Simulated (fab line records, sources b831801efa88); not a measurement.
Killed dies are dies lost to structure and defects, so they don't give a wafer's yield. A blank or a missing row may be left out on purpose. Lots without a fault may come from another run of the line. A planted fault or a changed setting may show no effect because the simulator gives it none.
Which tool did it? | flow gf180mcu | 12 lots, 36 wafers sampled, at 3 steps of a route of 602

WHAT THE GAUGES READ, wafer by wafer
GF_V2_CD_MEAS_14: target cd 260 nm.
lot  | measured     | on        | cd_nm (nm)
L475 | day 20 12:51 | cd_sem-01 | 262.0 262.4 263.8
L476 | day 20 23:53 | cd_sem-01 | 259.3 258.8 259.7
L477 | day 21 10:23 | cd_sem-01 | 259.6 259.2 258.9
L479 | day 22 03:47 | cd_sem-02 | 261.5 263.5 261.8
L481 | day 22 23:42 | cd_sem-01 | 261.4 262.0 262.0
L486 | day 24 16:14 | cd_sem-02 | 260.3 259.0 260.8
L490 | day 26 06:02 | cd_sem-01 | 263.0 262.6 261.9
L493 | day 26 21:29 | cd_sem-02 | 259.2 261.7 261.5
L495 | day 27 13:42 | cd_sem-02 | 258.6 259.2 259.5
L496 | day 27 17:59 | cd_sem-02 | 259.4 259.3 259.1

WHICH TOOL RAN EACH LOT (tool, then ch and the chambers of the sampled wafers, then the start)
lot  | GF_V1_ETCH_16                      | GF_V1_CMP_26
L475 | rie_diel-03 ch 1,2, day 18 10:11   | cmp-01 ch 1,2,3, day 18 11:22
L476 | rie_diel-04 ch 0,3, day 18 19:53   | cmp-02 ch 1,2,3, day 18 21:24
L477 | rie_diel-02 ch 1,2,3, day 19 06:26 | cmp-02 ch 0,1,2, day 19 07:56
L479 | rie_diel-02 ch 0,3, day 20 01:43   | cmp-02 ch 0,2,3, day 20 02:59
L481 | rie_diel-04 ch 0,2,3, day 20 21:05 | cmp-01 ch 2,3, day 20 22:31
L483 | rie_diel-03 ch 1,2, day 21 20:07   | cmp-01 ch 0,1,3, day 21 21:10
L484 | rie_diel-04 ch 2,3, day 22 04:07   | cmp-02 ch 0,1, day 22 05:12
L486 | rie_diel-02 ch 0,1, day 22 16:13   | cmp-02 ch 1,3, day 22 17:19
L490 | rie_diel-04 ch 2,3, day 24 08:31   | cmp-01 ch 2,3, day 24 09:34
L493 | rie_diel-04 ch 0,1,3, day 25 00:53 | cmp-02 ch 0,1,2, day 25 01:56
L495 | rie_diel-04 ch 0,1,2, day 25 18:32 | cmp-02 ch 0,1,3, day 25 19:43
L496 | rie_diel-02 ch 0,2, day 25 22:11   | cmp-02 ch 1,2,3, day 25 23:21
- GF_V1_ETCH_16: etches BARC in N2/H2.
- GF_V1_CMP_26: polishes, stops on SiO2, t overpolish 15 s, target thk 0 nm.

WHAT THE TOOLS THEMSELVES READ (means of the sampled wafers that have a number; where no wafer has one, the mark that the record gives instead)
GF_V1_ETCH_16.
lot  | tool        | drypump_motor_current_A (A) | oes_product_au (a.u.) | rf_fwd_power_W (W) | throttle_valve_pct (%)
L475 | rie_diel-03 | 5.5                         | 0.850                 | 491.8              | 13.223
L476 | rie_diel-04 | 6.1                         | 0.854                 | 495.5              | 13.220
L477 | rie_diel-02 | 5.9                         | 0.858                 | 494.9              | 13.227
L479 | rie_diel-02 | 6.0                         | 0.853                 | 493.2              | 13.236
L481 | rie_diel-04 | 6.2                         | 0.857                 | 496.5              | 13.224
L483 | rie_diel-03 | 5.5                         | 0.852                 | 492.2              | 13.232
L484 | rie_diel-04 | 6.3                         | 0.854                 | 492.7              | 13.224
L486 | rie_diel-02 | 6.2                         | 0.856                 | 492.4              | 13.227
L490 | rie_diel-04 | 6.3                         | 0.852                 | 493.9              | 13.225
L493 | rie_diel-04 | 5.9                         | 0.851                 | 495.5              | 13.216
L495 | rie_diel-04 | 6.2                         | 0.852                 | 494.1              | 13.230
L496 | rie_diel-02 | 6.6                         | 0.849                 | 495.0              | 13.232

GF_V1_CMP_26.
lot  | tool   | edge_zone_pressure_frac | head_pressure_psi (psi) | motor_current_A (A) | overpolish_run_s (s) | time_to_endpoint_s (s)
L475 | cmp-01 | 1.006                   | 3.499                   | 10.8                | 15.001               | 84.3
L476 | cmp-02 | 1.003                   | 3.496                   | 11.6                | 14.992               | 82.8
L477 | cmp-02 | 1.005                   | 3.497                   | 11.4                | 15.001               | 81.7
L479 | cmp-02 | 1.000                   | 3.509                   | 11.2                | 15.001               | 81.9
L481 | cmp-01 | 0.997                   | 3.492                   | 11.0                | 15.002               | 84.1
L483 | cmp-01 | -                       | -                       | -                   | -                    | -
L484 | cmp-02 | -                       | -                       | -                   | -                    | -
L486 | cmp-02 | 1.002                   | 3.500                   | 10.9                | 15.008               | 80.3
L490 | cmp-01 | 0.992                   | 3.497                   | 10.9                | 14.998               | 82.9
L493 | cmp-02 | 1.002                   | 3.494                   | 11.9                | 15.004               | 83.8
L495 | cmp-02 | 1.003                   | 3.495                   | 10.4                | 15.000               | 83.9
L496 | cmp-02 | 0.997                   | 3.498                   | 11.3                | 14.999               | 80.9

THE ANSWER, worked out from the rows above alone
Rule: what is usual is taken from the lots themselves. Put in order of their means at a reading, lots are off if they are a third of the lots or fewer, leave a main group of 4 or more, and stand apart from it by a gap of 3 or more times the standard deviation of the main group's means; of several such gaps the widest counts. A main group whose means are all the same, to the digits that the tables above print for the reading, isn't used. A lot without any number at a reading at which 4 lots or more have one is off too. The other lots that the step has rows for count as sound. The gauges are gone through in route order, then the tools' own readings, and for those a lot's mean is taken as printed above. The first step at which some lot is off is used, and at that step the reading that is off furthest; a lot without a number counts as furthest.
Off: L483, L484, at GF_V1_CMP_26 (edge_zone_pressure_frac). Without a number there: L483, L484. The main group: mean 1.001, standard deviation 0.0041.
A tool fits if, at that step or a process step before it, it ran every lot that is off, and no sound lot after the first of them. None of those tried fits.

WHAT THE SIMULATOR HAD PUT IN
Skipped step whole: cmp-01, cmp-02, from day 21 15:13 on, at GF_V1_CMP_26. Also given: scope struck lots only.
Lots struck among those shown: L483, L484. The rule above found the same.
